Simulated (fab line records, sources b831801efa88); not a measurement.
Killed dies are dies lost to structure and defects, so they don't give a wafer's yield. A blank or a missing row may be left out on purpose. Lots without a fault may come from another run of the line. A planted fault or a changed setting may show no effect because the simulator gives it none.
Problem report in the 8D (eight disciplines) form, filled by code | flow gf180mcu | the parts of the form that need people (team, actions taken, sign-off) are left out

1. THE PROBLEM
cd_nm at GF_V2_CD_MEAS_14 reads a mean of 292.2 nm on 6 wafers of 2 lots; wafers without a fault read 260.5 nm with a standard deviation of 1.2. That is +26 standard deviations from the usual mean.
The step: target cd 260 nm.
First seen on wafer L164.3, day 26 09:10, on cd_sem-02. The record holds 42 wafers of 14 lots with a number at this step. Rule for "out", or "out of limits": more than 4 standard deviations from the usual mean. The other wafers with a number count as sound.

2. WHAT IT IS AND WHAT IT IS NOT
question                    | is                     | is not
which readings at this step | cd_nm                  | -
which lots                  | L164, L165             | L147, L150, L151, L152, L153, L154, L155, L156, L160, L161, L166, L167
which wafers of those lots  | all that have a number | -
read on which gauges        | cd_sem-02              | cd_sem-01
when                        | from day 26 09:10      | up to then (30 sound wafers); but 6 sound wafers of L166, L167 came after

3. SUSPECTS, AND WHAT RULES EACH OUT
Counting: a tool at a process step up to the reading stays a suspect if it ran every lot that is out and no sound lot after the first of them.
- the gauge at GF_V2_CD_MEAS_14: ruled out. All the wafers that are out were read on cd_sem-02, but those of them that GF_V2_SOFTBAKE_10 has rows for are out there too, on other tools.
- litho_track-01 at GF_V2_SOFTBAKE_10 (time 60 s): kept. It ran every lot that is out, first L164 (day 25 23:00), and no sound lot after that; its last sound lot up to then is L160 (day 24 16:00). Its own readings are out on those wafers: heater_power_total_W, plate_temp_C.
Left after counting: litho_track-01 at GF_V2_SOFTBAKE_10.

4. THE CAUSE (what the simulator had put in)
Process parameter drift: litho_track-01, from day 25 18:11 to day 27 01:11, at GF_V2_SOFTBAKE_10. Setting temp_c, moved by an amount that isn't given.
Counting left only this tool.

5. THE CHAIN OF EFFECTS, in route order
Each row: a reading whose mean over the struck wafers that have a number lies more than 3 standard deviations from the usual. Only readings for which the record gives a usual standard deviation are gone through. hours: the time from each lot's start at the first step in this table that gives one to its start at this step, as a median over the lots. sigmas: the change in usual standard deviations.
hours | step              | reading              | usual    | on struck wafers | change | sigmas
0     | GF_V2_SOFTBAKE_10 | heater_power_total_W | 93.06 W  | 101.49           | +8.43  | +99 or more
0     | GF_V2_SOFTBAKE_10 | plate_temp_C         | 129.98 C | 138.85           | +8.87  | +68
11    | GF_V2_CD_MEAS_14  | cd_nm                | 260.5 nm | 292.2            | +31.7  | +26
The process steps in it:
- GF_V2_SOFTBAKE_10: time 60 s.

6. WHAT WOULD HAVE CAUGHT IT SOONER
In this record the first reading out of limits at a measuring or inspecting step was taken at day 26 09:10, 15 hours after the fault began at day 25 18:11.
The tool's own readings at GF_V2_SOFTBAKE_10 were out on every struck wafer that the step has a row for (heater_power_total_W, plate_temp_C): an alarm limit on them would have fired on the first of those.
Of the lots that are out (2), L165 began GF_V2_SOFTBAKE_10 on litho_track-01 after day 26 09:10. A hold on the tool at that time would have spared it.
